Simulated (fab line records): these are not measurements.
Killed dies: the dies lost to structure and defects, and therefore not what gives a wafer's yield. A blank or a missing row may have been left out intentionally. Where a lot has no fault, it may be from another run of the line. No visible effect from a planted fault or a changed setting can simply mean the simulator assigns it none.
fab line records -- flow sky130
record lots=11, wafers=33, last-day=50
route steps=708 shown METAL1@434 VIA1@470 PAD_OPEN@708
lots that met no fault: taken from a fault-free run of the same line
start-h: hours from the record's first day to the start of the lot's first wafer shown -- wait-h: time in hours since the lot's previous step -- " unchanged from the row above -- L1.1+2: several wafers, shown together as one row -- - no value present, or no start provided -- * or withheld: withheld -- < > ~ a bound
route shown NAME@n: NAME is a module with steps in the file, n the number in the route of the first one -- usual: average and standard deviation across the fault-free wafers -- same: alike in all rows -- chamber/n: place in a boat -- sites: per-site readings -- _std_site: standard deviation of those values -- _edge_site: mean of outer sites minus mean of inner sites -- radius-mm: for every site, how far away it sits from the centre of the wafer -- mask NAME#n: copy n -- behind: the most recent tool/chamber to have shaped the wafer -- hold: why the lot was held/for how many hours/how that ended -- device: the n, p or np transistor that did not switch -- end of line: the route-end tests of the same wafers -- step lacking rows: just its recipe -- killed: count of dies lost to structure and defects at first sort (not the wafer's yield) -- map: dies across one wafer; x = killed, . = not, _ = none there
set.NAME: setting as actually run; set.NAME@STEP: the setting as run at that earlier step -- model.NAME: the simulator's own value behind a step, which no gauge read
route steps across a sampled set of lots; one table per step, one row per wafer
services: a tool's chamber out of use, with start hour (start-h, from the record's first day; less than 0 if before it), hours out, and reason
## steps
# step SKY_METAL1_SPUTTER_00
# recipe material=Ti, target-thk-nm=15, power-w=3000, time-s=10, chamber-pressure-pa=0.4
# usual throttle-valve-pct=29.9/0.98
lot.wafer,tool,chamber,start-h,wait-h,throttle-valve-pct
L597.2,pvd-sputter-04,-,741.63,0.1,30.6
L597.3,pvd-sputter-04,-,741.63,0.1,28.6
L597.5,pvd-sputter-04,-,741.63,0.1,29.3
L598.2,pvd-sputter-02,-,749.48,0.1,28.7
L598.3,pvd-sputter-02,-,749.48,0.1,29.2
L598.4,pvd-sputter-02,-,749.48,0.1,30.4
L599.1,pvd-sputter-01,-,759.68,0.1,31.0
L599.5,pvd-sputter-01,-,759.68,0.1,31.3
L599.6,pvd-sputter-01,-,759.68,0.1,30.8
L600.1,pvd-sputter-02,-,765.28,0.1,29.8
L600.3,pvd-sputter-02,-,765.28,0.1,29.2
L600.5,pvd-sputter-02,-,765.28,0.1,30.4
L602.1,pvd-sputter-02,-,808.00,0.1,29.4
L602.2,pvd-sputter-02,-,808.00,0.1,30.3
L602.4,pvd-sputter-02,-,808.00,0.1,28.8
L604.2,pvd-sputter-04,-,809.38,0.2,29.2
L604.5,pvd-sputter-04,-,809.38,0.2,31.5
L604.6,pvd-sputter-04,-,809.38,0.2,30.3
L605.4,pvd-sputter-01,-,809.70,0.2,29.3
L605.5,pvd-sputter-01,-,809.70,0.2,30.9
L605.6,pvd-sputter-01,-,809.70,0.2,29.7
L610.4,pvd-sputter-04,-,840.68,0.2,31.6
L610.5,pvd-sputter-04,-,840.68,0.2,30.6
L610.6,pvd-sputter-04,-,840.68,0.2,28.4
L614.1,pvd-sputter-02,-,870.31,0.1,28.7
L614.3,pvd-sputter-02,-,870.31,0.1,29.2
L614.6,pvd-sputter-02,-,870.31,0.1,29.8
L615.2,pvd-sputter-04,-,873.75,0.2,29.2
L615.5,pvd-sputter-04,-,873.75,0.2,30.5
L615.6,pvd-sputter-04,-,873.75,0.2,28.6
L619.1,pvd-sputter-01,-,903.09,0.2,31.5
L619.2,pvd-sputter-01,-,903.09,0.2,30.7
L619.3,pvd-sputter-01,-,903.09,0.2,29.4
# step SKY_METAL1_OVL_MEAS_16
# usual METAL1_OVL=-4/5.8
lot.wafer,tool,chamber,start-h,wait-h,METAL1_OVL[nm]
L597.2,overlay-02,-,769.32,0.1,-3
L597.3,overlay-02,-,769.32,0.1,-7
L597.5,overlay-02,-,769.32,0.1,-3
L598.2,overlay-02,-,776.62,0.1,-4
L598.3,overlay-02,-,776.62,0.1,3
L598.4,overlay-02,-,776.62,0.1,-1
L599.1,overlay-02,-,786.71,0.1,9
L599.5,overlay-02,-,786.71,0.1,7
L599.6,overlay-02,-,786.71,0.1,8
L600.1,overlay-02,-,792.21,0.1,3
L600.3,overlay-02,-,792.21,0.1,-2
L600.5,overlay-02,-,792.21,0.1,-2
L602.1,overlay-02,-,834.76,0.1,0
L602.2,overlay-02,-,834.76,0.1,0
L602.4,overlay-02,-,834.76,0.1,-1
L604.2,overlay-02,-,836.07,0.1,-1
L604.5,overlay-02,-,836.07,0.1,-1
L604.6,overlay-02,-,836.07,0.1,0
L605.4,overlay-01,-,836.68,0.1,-13
L605.5,overlay-01,-,836.68,0.1,-9
L605.6,overlay-01,-,836.68,0.1,-12
L610.4,overlay-01,-,867.13,0.1,2
L610.5,overlay-01,-,867.13,0.1,-6
L610.6,overlay-01,-,867.13,0.1,-1
L614.1,overlay-02,-,895.72,0.1,-11
L614.3,overlay-02,-,895.72,0.1,-8
L614.6,overlay-02,-,895.72,0.1,-10
L615.2,overlay-01,-,899.22,0.1,2
L615.5,overlay-01,-,899.22,0.1,1
L615.6,overlay-01,-,899.22,0.1,2
L619.1,overlay-01,-,926.67,0.1,-9
L619.2,overlay-01,-,926.67,0.1,-10
L619.3,overlay-01,-,926.67,0.1,-7
# step SKY_METAL1_METAL_ETCH_19
# recipe target-depth-a=3600, stop-on=SiO2, over-etch-frac=0.3, time-s=78, chemistry=Cl2/BCl3, resist-sidewall-deg=88, pressure-mtorr=10, icp-w=900, bias-w=48.5, Cl2_flow_sccm=60, bcl3-flow-sccm=30
# usual bcl3-flow-sccm=30.00/0.091, bias-w=48.47/0.15, drypump-motor-current-A=5.78/0.27, oes-product-au=0.854/0.0062, rf-fwd-power-W=893/3.1, throttle-valve-pct=22.264/0.011
lot.wafer,tool,chamber,start-h,wait-h,bcl3-flow-sccm,bias-w,drypump-motor-current-A,oes-product-au,rf-fwd-power-W,rf-hours-counter-h,throttle-valve-pct
L597.2,rie-metal-01,1,769.45,0.0,30.08,48.53,6.00,0.858,893,6,22.284
L597.3,rie-metal-01,1,769.45,0.0,30.03,48.18,5.97,0.864,893,-,22.278
L597.5,rie-metal-01,1,769.45,0.0,30.09,48.51,6.01,0.856,892,-,22.258
L598.2,rie-metal-04,0,776.74,0.0,30.19,48.41,5.79,0.845,891,14,22.264
L598.3,rie-metal-04,0,776.74,0.0,30.07,48.48,5.76,0.848,894,-,22.269
L598.4,rie-metal-04,1,776.74,0.0,30.13,48.23,5.95,0.844,892,-,22.248
L599.1,rie-metal-02,0,786.84,0.0,30.14,48.27,5.98,0.858,887,2,22.254
L599.5,rie-metal-02,0,786.84,0.0,30.07,48.18,5.97,0.849,893,-,22.273
L599.6,rie-metal-02,1,786.84,0.0,30.06,48.21,5.05,0.856,896,-,22.268
L600.1,rie-metal-04,0,792.35,0.0,29.88,48.46,5.75,0.849,891,15,22.265
L600.3,rie-metal-04,0,792.35,0.0,29.87,48.32,5.78,0.850,893,-,22.251
L600.5,rie-metal-04,1,792.35,0.0,30.01,48.46,5.92,0.847,891,-,22.262
L602.1,rie-metal-01,0,834.89,0.0,30.05,48.76,5.66,0.863,889,7,22.258
L602.2,rie-metal-01,1,834.89,0.0,29.91,48.48,5.98,0.855,887,8,22.253
L602.4,rie-metal-01,0,834.89,0.0,30.08,48.33,5.64,0.860,890,-,22.255
L604.2,rie-metal-04,1,836.19,0.0,29.93,48.50,5.96,0.854,898,12,22.272
L604.5,rie-metal-04,1,836.19,0.0,29.98,48.29,5.90,0.857,900,-,22.257
L604.6,rie-metal-04,0,836.19,0.0,30.02,48.74,5.77,0.860,894,-,22.254
L605.4,rie-metal-02,0,836.83,0.1,30.05,48.10,5.96,0.851,895,-,22.266
L605.5,rie-metal-02,0,836.83,0.1,30.18,48.47,5.95,0.846,894,-,22.272
L605.6,rie-metal-02,1,836.83,0.1,29.99,48.46,5.05,0.856,897,-,22.259
L610.4,rie-metal-04,1,867.27,0.1,30.08,48.64,5.97,0.853,898,-,22.258
L610.5,rie-metal-04,1,867.27,0.1,30.02,48.32,5.97,0.863,894,-,22.276
L610.6,rie-metal-04,0,867.27,0.1,29.95,48.31,5.76,0.858,894,-,22.241
L614.1,rie-metal-04,0,895.85,0.0,-,-,-,-,-,-,-
L614.3,rie-metal-04,0,895.85,0.0,-,-,-,-,-,-,-
L614.6,rie-metal-04,1,895.85,0.0,-,-,-,-,-,-,-
L615.2,rie-metal-01,0,899.34,0.0,-,-,-,-,-,-,-
L615.5,rie-metal-01,1,899.34,0.0,-,-,-,-,-,-,-
L615.6,rie-metal-01,0,899.34,0.0,-,-,-,-,-,-,-
L619.1,rie-metal-01,0,926.80,0.0,29.93,48.32,5.68,0.861,892,10,22.263
L619.2,rie-metal-01,1,926.80,0.0,30.05,48.84,5.95,0.854,890,13,22.238
L619.3,rie-metal-01,1,926.80,0.0,30.14,48.89,5.99,0.852,891,-,22.259
# step SKY_METAL1_STRIP_20
# recipe chemistry=O2/N2, power-w=1400, pressure-mtorr=1500, platen-temp-c=withheld, o2-flow-sccm=3000, n2-flow-sccm=300, overash-fraction=0.5
# usual drypump-motor-current-A=5.4/0.36, oes-product-au=0.343/0.0051, strip-time-to-endpoint-s=2.69/0.041
# same overash-fraction=0.5
lot.wafer,tool,chamber,start-h,wait-h,drypump-motor-current-A,oes-product-au,rf-hours-counter-h,strip-time-to-endpoint-s
L597.2,plasma-asher-01,0,769.54,0.1,5.5,0.338,66,2.71
L597.3,plasma-asher-01,1,769.54,0.1,5.5,0.343,-,2.69
L597.5,plasma-asher-01,1,769.54,0.1,5.5,0.339,-,2.67
L598.2,plasma-asher-02,1,776.83,0.1,4.7,0.342,3,2.67
L598.3,plasma-asher-02,1,776.83,0.1,4.7,0.338,-,2.67
L598.4,plasma-asher-02,0,776.83,0.1,5.9,0.333,-,2.65
L599.1,plasma-asher-04,1,786.93,0.1,5.1,0.345,94,2.69
L599.5,plasma-asher-04,1,786.93,0.1,5.1,0.343,-,2.63
L599.6,plasma-asher-04,0,786.93,0.1,5.6,0.343,-,2.67
L600.1,plasma-asher-01,1,792.44,0.1,5.5,0.344,68,2.68
L600.3,plasma-asher-01,0,792.44,0.1,5.5,0.342,-,2.71
L600.5,plasma-asher-01,1,792.44,0.1,5.5,0.336,-,2.69
L602.1,plasma-asher-01,0,834.98,0.1,5.5,0.340,72,2.71
L602.2,plasma-asher-01,1,834.98,0.1,5.5,0.341,72,2.70
L602.4,plasma-asher-01,1,834.98,0.1,5.5,0.349,-,2.75
L604.2,plasma-asher-04,1,836.28,0.1,5.1,0.339,99,2.67
L604.5,plasma-asher-04,0,836.28,0.1,5.6,0.338,-,2.62
L604.6,plasma-asher-04,1,836.28,0.1,5.1,0.332,-,2.60
L605.4,plasma-asher-04,0,836.92,0.1,5.6,0.345,-,2.65
L605.5,plasma-asher-04,1,836.92,0.1,5.0,0.344,-,2.66
L605.6,plasma-asher-04,0,836.92,0.1,5.6,0.344,-,2.74
L610.4,plasma-asher-02,1,867.37,0.1,4.7,0.347,-,2.66
L610.5,plasma-asher-02,0,867.37,0.1,5.8,0.344,-,2.68
L610.6,plasma-asher-02,1,867.37,0.1,4.7,0.339,-,2.67
L614.1,plasma-asher-04,1,895.94,0.1,5.0,0.440,105,5.21
L614.3,plasma-asher-04,0,895.94,0.1,5.6,0.450,-,5.19
L614.6,plasma-asher-04,0,895.94,0.1,5.7,0.447,-,5.20
L615.2,plasma-asher-04,1,899.43,0.1,5.0,0.443,105,5.23
L615.5,plasma-asher-04,1,899.43,0.1,5.0,0.449,-,5.19
L615.6,plasma-asher-04,0,899.43,0.1,5.7,0.444,-,5.20
L619.1,plasma-asher-02,0,926.89,0.1,5.9,0.347,18,2.69
L619.2,plasma-asher-02,1,926.89,0.1,4.7,0.347,18,2.73
L619.3,plasma-asher-02,0,926.89,0.1,5.9,0.344,-,2.73
# step SKY_VIA1_CD_MEAS_12
# recipe target-cd-nm=150
# usual cd-nm=150.0/1.9
lot.wafer,tool,chamber,start-h,wait-h,cd-nm
L597.2,cd-sem-02,-,797.61,-,148.9
L597.3,cd-sem-02,-,797.61,-,148.3
L597.5,cd-sem-02,-,797.61,-,148.3
L598.2,cd-sem-01,-,804.66,-,153.8
L598.3,cd-sem-01,-,804.66,-,153.3
L598.4,cd-sem-01,-,804.66,-,153.5
L599.1,cd-sem-01,-,814.49,-,152.8
L599.5,cd-sem-01,-,814.49,-,152.6
L599.6,cd-sem-01,-,814.49,-,152.9
L600.1,cd-sem-01,-,819.69,-,150.6
L600.3,cd-sem-01,-,819.69,-,149.2
L600.5,cd-sem-01,-,819.69,-,148.9
L602.1,cd-sem-02,-,862.19,-,150.3
L602.2,cd-sem-02,-,862.19,-,148.6
L602.4,cd-sem-02,-,862.19,-,149.4
L604.2,cd-sem-02,-,863.56,-,151.5
L604.5,cd-sem-02,-,863.56,-,151.9
L604.6,cd-sem-02,-,863.56,-,152.6
L605.4,cd-sem-01,-,863.95,-,147.9
L605.5,cd-sem-01,-,863.95,-,145.4
L605.6,cd-sem-01,-,863.95,-,145.6
L610.4,cd-sem-01,-,894.53,-,148.8
L610.5,cd-sem-01,-,894.53,-,149.5
L610.6,cd-sem-01,-,894.53,-,149.6
L619.1,cd-sem-01,-,956.12,-,146.7
L619.2,cd-sem-01,-,956.12,-,148.7
L619.3,cd-sem-01,-,956.12,-,149.2
# step SKY_PAD_OPEN_PROBE_99
# usual defect-limited-yield=82.2/1.8, killed_at_M0_to_M3=44/7.1, killed_at_M4_up=3.1/1.9, killed-at-contacts=25/5.8, killed-at-front-end=16/4.5, killed-at-other=0.3/0.52, killed-dies=88/9.1, killed-on-rim=17/4, killed-open=48/6.8, killed-short=39/5.8, sort_bin_3_pad_short=0.9/0.4, sort_bin_5_function=10.6/1.4, sort_bin_6_memory=6.3/1.1, sort-n-pass=404/9.1, sort-yield-pct=82.2/1.8
# same gross-dies=492, killed-at-back-side=0, sort_bin_4_leakage[%]=0, sort_bin_8_speed[%]=0
lot.wafer,tool,chamber,start-h,wait-h,defect-limited-yield[%],killed_at_M0_to_M3,killed_at_M4_up,killed-at-contacts,killed-at-front-end,killed-at-other,killed-dies,killed-on-rim,killed-open,killed-short,sort_bin_3_pad_short[%],sort_bin_5_function[%],sort_bin_6_memory[%],sort-n-pass,sort-yield-pct[%]
L597.2,prober-02,-,1080.11,0.1,80.3,40,3,31,23,0,97,19,60,36,1.4,10.6,7.7,395,80.3
L597.3,prober-02,-,1080.16,0.2,82.9,44,6,20,13,1,84,9,51,33,1.0,9.3,6.7,408,82.9
L597.5,prober-02,-,1080.26,0.2,82.3,44,3,21,19,0,87,15,45,42,1.6,7.9,8.1,405,82.3
L598.2,prober-01,-,1089.96,0.1,82.7,40,2,27,16,0,85,11,52,33,0.2,11.0,6.1,407,82.7
L598.3,prober-01,-,1090.01,0.2,80.5,56,3,23,14,0,96,22,59,37,0.2,11.6,7.7,396,80.5
L598.4,prober-01,-,1090.06,0.2,83.5,40,2,24,15,0,81,15,33,47,1.2,10.0,5.3,411,83.5
L599.1,prober-02,-,1097.47,0.1,81.3,54,2,19,16,1,92,18,50,42,0.6,11.8,6.3,400,81.3
L599.5,prober-02,-,1097.67,0.2,79.3,45,9,32,16,0,102,16,51,51,1.0,12.6,7.1,390,79.3
L599.6,prober-02,-,1097.72,0.2,81.9,38,2,21,28,0,89,16,44,44,1.0,11.4,5.7,403,81.9
L600.1,prober-01,-,1101.21,0.1,81.7,42,1,30,17,0,90,17,59,31,0.4,11.2,6.7,402,81.7
L600.3,prober-01,-,1101.31,0.2,86.0,41,2,8,18,0,69,10,35,34,1.2,8.5,4.3,423,86.0
L600.5,prober-01,-,1101.41,0.2,81.9,34,5,25,24,1,89,16,54,35,0.4,9.3,8.3,403,81.9
L602.1,prober-01,-,1132.15,0.1,81.7,45,1,34,10,0,90,19,49,41,0.8,11.4,6.1,402,81.7
L602.2,prober-01,-,1132.20,0.1,80.5,52,2,22,19,1,96,16,53,43,1.0,11.4,7.1,396,80.5
L602.4,prober-01,-,1132.30,0.2,81.5,45,1,26,19,0,91,16,48,43,1.2,9.3,7.9,401,81.5
L605.4,prober-01,-,1137.17,0.2,82.3,51,3,22,11,0,87,12,45,41,0.4,10.0,7.3,405,82.3
L605.5,prober-01,-,1137.22,0.2,79.9,47,3,28,20,1,99,25,61,38,1.2,12.0,6.9,393,79.9
L605.6,prober-01,-,1137.27,0.2,79.3,61,2,24,14,1,102,17,54,48,1.4,13.8,5.5,390,79.3
L604.2,prober-02,-,1138.05,0.1,83.5,45,5,20,11,0,81,18,45,35,1.0,10.8,4.7,411,83.5
L604.5,prober-02,-,1138.20,0.2,81.7,41,3,28,17,1,90,19,42,48,1.0,10.2,7.1,402,81.7
L604.6,prober-02,-,1138.25,0.2,78.7,56,5,24,19,1,105,22,64,41,1.4,12.8,7.1,387,78.7
L610.4,prober-02,-,1157.81,0.2,82.1,37,2,36,12,1,88,19,48,39,0.6,11.4,5.9,404,82.1
L610.5,prober-02,-,1157.86,0.2,84.6,39,3,22,12,0,76,8,43,33,0.6,10.2,4.7,416,84.6
L610.6,prober-02,-,1157.91,0.2,81.7,51,2,17,20,0,90,17,43,47,1.0,10.8,6.5,402,81.7
L614.1,prober-01,-,1176.57,0.1,0,446,3,25,18,0,492,96,45,41,0.4,93.1,6.5,0,0
L614.3,prober-01,-,1176.67,0.2,0,445,4,26,17,0,492,96,40,46,0.6,91.5,7.9,0,0
L614.6,prober-01,-,1176.82,0.2,0,453,2,23,14,0,492,96,49,25,0.2,95.3,4.5,0,0
L615.2,prober-02,-,1178.21,0.1,0,449,4,30,9,0,492,96,47,34,1.0,94.9,4.1,0,0
L615.5,prober-02,-,1178.36,0.2,0,457,4,16,15,0,492,96,37,32,0.8,92.5,6.7,0,0
L615.6,prober-02,-,1178.41,0.2,0,448,3,28,13,0,492,96,47,42,0.4,93.1,6.5,0,0
L619.1,prober-02,-,1196.97,0.1,81.5,49,4,20,18,0,91,20,46,44,1.6,11.2,5.7,401,81.5
L619.2,prober-02,-,1197.02,0.1,82.3,44,4,31,8,0,87,11,45,41,0.8,10.4,6.5,405,82.3
L619.3,prober-02,-,1197.07,0.2,84.3,40,2,23,9,3,77,19,47,28,0.8,9.1,5.7,415,84.3
# killed by level:class
L597.2 CONTACT:geometric-particle:open=16 VIA1:geometric-particle:open=11 VIA3:geometric-particle:open=8 LI_CONTACT:geometric-particle:open=7 FIELD_ISO:geometric-particle:open=6 FIELD_ISO:geometric-particle:short=6 LOCAL_INTERCONNECT:geometric-particle:short=6 METAL1:geometric-particle:short=5
L597.3 VIA1:geometric-particle:open=14 VIA3:geometric-particle:open=9 CONTACT:geometric-particle:open=8 METAL1:geometric-particle:short=6 LI_CONTACT:geometric-particle:open=5 METAL4:geometric-particle:short=5 FIELD_ISO:geometric-particle:open=4 METAL2:geometric-particle:short=4
L597.5 VIA3:geometric-particle:open=12 VIA1:geometric-particle:open=8 POLY_GATE:geometric-particle:short=7 CONTACT:geometric-particle:open=6 METAL2:geometric-particle:short=6 FIELD_ISO:geometric-particle:open=4 LI_CONTACT:geometric-particle:short=4 CONTACT:geometric-particle:short=4
L598.2 CONTACT:geometric-particle:open=11 VIA1:geometric-particle:open=9 LI_CONTACT:geometric-particle:open=7 METAL3:geometric-particle:short=7 POLY_GATE:geometric-particle:open=6 VIA2:geometric-particle:open=5 METAL1:geometric-particle:short=5 VIA1:geometric-particle:short=5
L598.3 VIA2:geometric-particle:open=16 CONTACT:geometric-particle:open=11 VIA1:geometric-particle:open=9 METAL1:geometric-particle:short=8 LI_CONTACT:geometric-particle:open=7 POLY_GATE:geometric-particle:open=6 METAL3:geometric-particle:short=6 VIA2:geometric-particle:short=5
L598.4 CONTACT:geometric-particle:open=7 CONTACT:geometric-particle:short=7 VIA3:geometric-particle:open=6 LI_CONTACT:geometric-particle:open=5 VIA2:geometric-particle:short=5 METAL2:geometric-particle:open=5 POLY_GATE:geometric-particle:short=4 SPACER:geometric-particle:short=4
L599.1 VIA1:geometric-particle:open=16 VIA1:geometric-particle:short=8 VIA2:geometric-particle:open=8 METAL1:geometric-particle:short=7 VIA3:geometric-particle:open=7 FIELD_ISO:geometric-particle:short=6 CONTACT:geometric-particle:open=6 LI_CONTACT:geometric-particle:open=5
L599.5 LI_CONTACT:geometric-particle:open=10 CONTACT:geometric-particle:open=9 LOCAL_INTERCONNECT:geometric-particle:short=7 VIA1:geometric-particle:short=7 VIA1:geometric-particle:open=6 FIELD_ISO:geometric-particle:short=5 VIA2:geometric-particle:short=5 METAL1:geometric-particle:short=5
L599.6 FIELD_ISO:geometric-particle:short=11 FIELD_ISO:geometric-particle:open=8 METAL1:geometric-particle:short=8 LI_CONTACT:geometric-particle:open=7 VIA1:geometric-particle:open=7 VIA2:geometric-particle:open=6 LI_CONTACT:geometric-particle:short=5 METAL2:geometric-particle:open=5
L600.1 LI_CONTACT:geometric-particle:open=11 CONTACT:geometric-particle:open=9 VIA1:geometric-particle:open=9 VIA2:geometric-particle:open=8 VIA3:geometric-particle:open=7 FIELD_ISO:geometric-particle:open=6 METAL1:geometric-particle:short=6 LOCAL_INTERCONNECT:geometric-particle:short=5
L600.3 VIA1:geometric-particle:open=9 FIELD_ISO:geometric-particle:short=7 VIA1:geometric-particle:short=7 VIA2:geometric-particle:open=7 FIELD_ISO:geometric-particle:open=5 VIA3:geometric-particle:open=5 METAL2:geometric-particle:short=3 POLY_GATE:geometric-particle:short=3
L600.5 CONTACT:geometric-particle:open=10 POLY_GATE:geometric-particle:open=8 VIA1:geometric-particle:open=7 FIELD_ISO:geometric-particle:open=6 VIA3:geometric-particle:open=6 CONTACT:geometric-particle:short=6 METAL4:geometric-particle:short=5 FIELD_ISO:geometric-particle:short=4
L602.1 LI_CONTACT:geometric-particle:open=11 CONTACT:geometric-particle:open=10 VIA2:geometric-particle:open=9 VIA1:geometric-particle:open=8 VIA1:geometric-particle:short=7 POLY_GATE:geometric-particle:open=4 LI_CONTACT:geometric-particle:short=4 LOCAL_INTERCONNECT:geometric-particle:short=4
L602.2 VIA1:geometric-particle:open=15 CONTACT:geometric-particle:open=12 POLY_GATE:geometric-particle:open=7 POLY_GATE:geometric-particle:short=7 METAL1:geometric-particle:short=7 VIA2:geometric-particle:short=5 VIA2:geometric-particle:open=5 VIA1:geometric-particle:short=4
L602.4 CONTACT:geometric-particle:open=14 VIA1:geometric-particle:open=12 METAL1:geometric-particle:short=8 VIA1:geometric-particle:short=8 POLY_GATE:geometric-particle:short=6 CONTACT:geometric-particle:short=5 METAL2:geometric-particle:short=5 FIELD_ISO:geometric-particle:open=4
L605.4 VIA1:geometric-particle:open=14 VIA1:geometric-particle:short=9 LI_CONTACT:geometric-particle:open=8 CONTACT:geometric-particle:open=7 FIELD_ISO:geometric-particle:short=5 VIA2:geometric-particle:open=5 METAL1:geometric-particle:short=4 METAL2:geometric-particle:short=4
L605.5 VIA1:geometric-particle:open=16 CONTACT:geometric-particle:open=10 LI_CONTACT:geometric-particle:open=9 VIA2:geometric-particle:open=8 VIA3:geometric-particle:open=5 METAL1:geometric-particle:short=5 POLY_GATE:geometric-particle:open=4 POLY_GATE:geometric-particle:short=4
L605.6 VIA1:geometric-particle:open=14 VIA3:geometric-particle:open=9 METAL1:geometric-particle:short=8 CONTACT:geometric-particle:short=7 VIA2:geometric-particle:open=7 LI_CONTACT:geometric-particle:open=6 VIA1:geometric-particle:short=6 VIA2:geometric-particle:short=6
L604.2 VIA1:geometric-particle:open=13 LI_CONTACT:geometric-particle:open=6 CONTACT:geometric-particle:open=6 VIA2:geometric-particle:open=6 VIA1:geometric-particle:short=5 METAL3:geometric-particle:short=5 METAL4:geometric-particle:short=5 LOCAL_INTERCONNECT:geometric-particle:short=4
L604.5 CONTACT:geometric-particle:open=10 VIA1:geometric-particle:open=7 LI_CONTACT:geometric-particle:open=6 VIA1:geometric-particle:short=6 POLY_GATE:geometric-particle:short=5 METAL1:geometric-particle:short=5 METAL2:geometric-particle:short=5 VIA2:geometric-particle:open=5
L604.6 VIA1:geometric-particle:open=28 CONTACT:geometric-particle:open=11 POLY_GATE:geometric-particle:short=7 LI_CONTACT:geometric-particle:open=6 METAL2:geometric-particle:short=5 METAL4:geometric-particle:short=5 POLY_GATE:geometric-particle:open=4 VIA1:geometric-particle:short=4
L610.4 VIA1:geometric-particle:open=14 CONTACT:geometric-particle:open=13 CONTACT:geometric-particle:short=9 LI_CONTACT:geometric-particle:open=6 LOCAL_INTERCONNECT:geometric-particle:short=5 VIA1:geometric-particle:short=5 FIELD_ISO:geometric-particle:short=4 VIA3:geometric-particle:short=4
L610.5 VIA1:geometric-particle:open=14 CONTACT:geometric-particle:open=7 LI_CONTACT:geometric-particle:open=6 VIA3:geometric-particle:open=6 METAL2:geometric-particle:short=4 CONTACT:geometric-particle:short=4 LOCAL_INTERCONNECT:geometric-particle:short=4 VIA2:geometric-particle:open=4
L610.6 VIA1:geometric-particle:open=13 METAL2:geometric-particle:short=10 POLY_GATE:geometric-particle:short=6 VIA1:geometric-particle:short=6 VIA3:geometric-particle:open=6 CONTACT:geometric-particle:open=5 LOCAL_INTERCONNECT:geometric-particle:short=4 FIELD_ISO:geometric-particle:short=3
L614.1 METAL1:area-etch=406 CONTACT:geometric-particle:open=10 VIA1:geometric-particle:open=9 POLY_GATE:geometric-particle:short=8 CONTACT:geometric-particle:short=7 VIA3:geometric-particle:open=6 POLY_GATE:geometric-particle:open=5 LI_CONTACT:geometric-particle:open=5
L614.3 METAL1:area-etch=406 CONTACT:geometric-particle:open=9 VIA1:geometric-particle:open=8 METAL2:geometric-particle:short=8 VIA3:geometric-particle:open=6 POLY_GATE:geometric-particle:short=5 LI_CONTACT:geometric-particle:short=5 CONTACT:geometric-particle:short=5
L614.6 METAL1:area-etch=418 VIA1:geometric-particle:open=9 VIA3:geometric-particle:open=9 LI_CONTACT:geometric-particle:open=8 CONTACT:geometric-particle:open=7 CONTACT:geometric-particle:short=6 FIELD_ISO:geometric-particle:open=5 POLY_GATE:geometric-particle:open=3
L615.2 METAL1:area-etch=411 LI_CONTACT:geometric-particle:open=13 METAL2:geometric-particle:short=8 VIA1:geometric-particle:open=7 VIA2:geometric-particle:open=7 LI_CONTACT:geometric-particle:short=5 CONTACT:geometric-particle:open=5 LOCAL_INTERCONNECT:geometric-particle:short=4
L615.5 METAL1:area-etch=423 VIA1:geometric-particle:open=8 LI_CONTACT:geometric-particle:open=7 VIA2:geometric-particle:open=7 VIA1:geometric-particle:short=6 METAL1:geometric-particle:short=5 FIELD_ISO:geometric-particle:open=4 POLY_GATE:geometric-particle:short=4
L615.6 METAL1:area-etch=403 LI_CONTACT:geometric-particle:open=12 CONTACT:geometric-particle:open=8 VIA3:geometric-particle:open=8 VIA2:geometric-particle:open=7 VIA1:geometric-particle:short=6 VIA3:geometric-particle:short=5 VIA1:geometric-particle:open=5
L619.1 VIA1:geometric-particle:open=11 LI_CONTACT:geometric-particle:open=9 METAL1:geometric-particle:short=9 METAL2:geometric-particle:short=7 FIELD_ISO:geometric-particle:open=6 METAL3:geometric-particle:short=5 CONTACT:geometric-particle:open=4 VIA3:geometric-particle:short=4
L619.2 CONTACT:geometric-particle:open=14 VIA1:geometric-particle:open=13 LOCAL_INTERCONNECT:geometric-particle:short=9 METAL1:geometric-particle:short=7 METAL3:geometric-particle:short=4 VIA3:geometric-particle:open=4 LI_CONTACT:geometric-particle:open=3 VIA2:geometric-particle:open=3
L619.3 VIA2:geometric-particle:open=9 CONTACT:geometric-particle:open=8 VIA1:geometric-particle:open=7 METAL2:geometric-particle:short=6 VIA3:geometric-particle:open=6 LI_CONTACT:geometric-particle:open=4 LOCAL_INTERCONNECT:geometric-particle:open=4 METAL1:geometric-particle:short=4
## services
tool,chamber,start-h,hours,kind
plasma-asher-02,-,733.75,9.0,pm
plasma-asher-02,0,733.75,9.0,vent-cycle
plasma-asher-02,1,733.75,9.0,vent-cycle
rie-metal-04,0,737.02,2.4,repair
plasma-asher-01,-,738.37,2.1,repair
plasma-asher-02,0,742.75,-,clean
plasma-asher-02,1,742.75,-,clean
rie-metal-04,-,755.63,2.8,pm
plasma-asher-01,-,761.39,0.6,repair
pvd-sputter-04,1,761.93,-,consumable-replace:kit
pvd-sputter-04,1,761.93,18.0,scheduled-down
pvd-sputter-04,1,761.93,18.0,vent-cycle
rie-metal-04,0,805.96,-,clean
rie-metal-04,0,805.96,21.7,scheduled-down
rie-metal-04,0,805.96,21.7,vent-cycle
plasma-asher-02,-,822.15,2.8,pm
rie-metal-01,0,854.35,18.2,repair
pvd-sputter-02,2,854.70,-,consumable-replace:kit
pvd-sputter-02,2,854.70,18.0,scheduled-down
pvd-sputter-02,2,854.70,18.0,vent-cycle
pvd-sputter-01,1,871.67,-,consumable-replace:kit
pvd-sputter-04,-,880.99,3.0,repair
plasma-asher-04,-,908.29,2.4,repair
pvd-sputter-04,-,909.13,11.2,repair
## key
first-sign step=SKY_METAL1_METAL_ETCH_19, reading=tool-record, direction=missing
effect step=SKY_METAL1_STRIP_20, reading=strip-time-to-endpoint-s, direction=up, sigmas=62, usual=*, struck=*
effect step=SKY_PAD_OPEN_PROBE_99, reading=sort_bin_5_function, direction=up, sigmas=58, usual=10.6, struck=93.4
more-kills-born-at SKY_METAL1_METAL_ETCH_19@rie-metal-01=1237, SKY_METAL1_METAL_ETCH_19@rie-metal-04=1230
met-at SKY_METAL1_METAL_ETCH_19
struck-lots L614,L615
later-rows-left-out L614.1,L614.3,L614.6,L615.2,L615.5,L615.6
not-acting-at SKY_METAL1_SPUTTER_00,SKY_METAL1_OVL_MEAS_16,SKY_VIA1_CD_MEAS_12
onset-between 867.27 895.85
fault kind=skipped-step-whole, tool=rie-metal-01,rie-metal-04, chamber=-, onset-h=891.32, steps=SKY_METAL1_METAL_ETCH_19, scope=struck-lots-only
# later-rows-left-out: the simulator's readings of these wafers behind a module that went badly wrong aren't trusted and aren't shown, but for the sort
